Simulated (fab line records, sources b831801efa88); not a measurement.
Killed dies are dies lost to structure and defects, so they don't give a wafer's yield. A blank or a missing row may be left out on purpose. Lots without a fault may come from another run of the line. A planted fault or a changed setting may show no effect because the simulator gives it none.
Chamber matching | flow sky130 | SKY_CAP2M_CVD_00 on pecvd-01: 3 sister chambers
The step deposits SiO2, target thk 15.5 nm. 3 wafers are shown with their chamber, then 7 later ones without.

WAFERS WITH THEIR CHAMBER
wafer  | chamber | heater_power_w (W)
L168.5 | 2       | 892
L172.1 | 1       | 831
L172.2 | 0       | 805

WAFERS WITHOUT THEIR CHAMBER
wafer  | heater_power_w (W)
L172.4 | 811
L185.1 | 807
L185.2 | 824
L185.4 | 855
L189.1 | 908
L189.4 | 846
L189.6 | 904

WHICH CHAMBER EACH WENT THROUGH
wafer  | from the rows above          | in truth
L172.4 | can't be placed: 0 or 1      | 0
L185.1 | can't be placed: 0 or 1      | 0
L185.2 | can't be placed: 1 or 0      | 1
L185.4 | can't be placed: 1 or 2 or 0 | 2
L189.1 | 2                            | 2
L189.4 | can't be placed: 1 or 0      | 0
L189.6 | 2                            | 2
Placed correctly: 2 of 7. Can't be placed from these rows: 5 (the true chamber is among the candidates in 5). Placed wrongly: 0.
How it was worked out, from the rows above alone: a wafer's distance from a chamber is the root of the sum, over the readings, of the square of ((its reading less the chamber's mean) divided by the reading's scatter). The wafer belongs to the nearest chamber; if the next one is less than 2 further off, it can't be placed. A chamber's mean is the mean of its shown wafers. The scatter: with one shown wafer a chamber, the root of the mean of the squares of how far each hidden wafer lies from its nearest shown one.
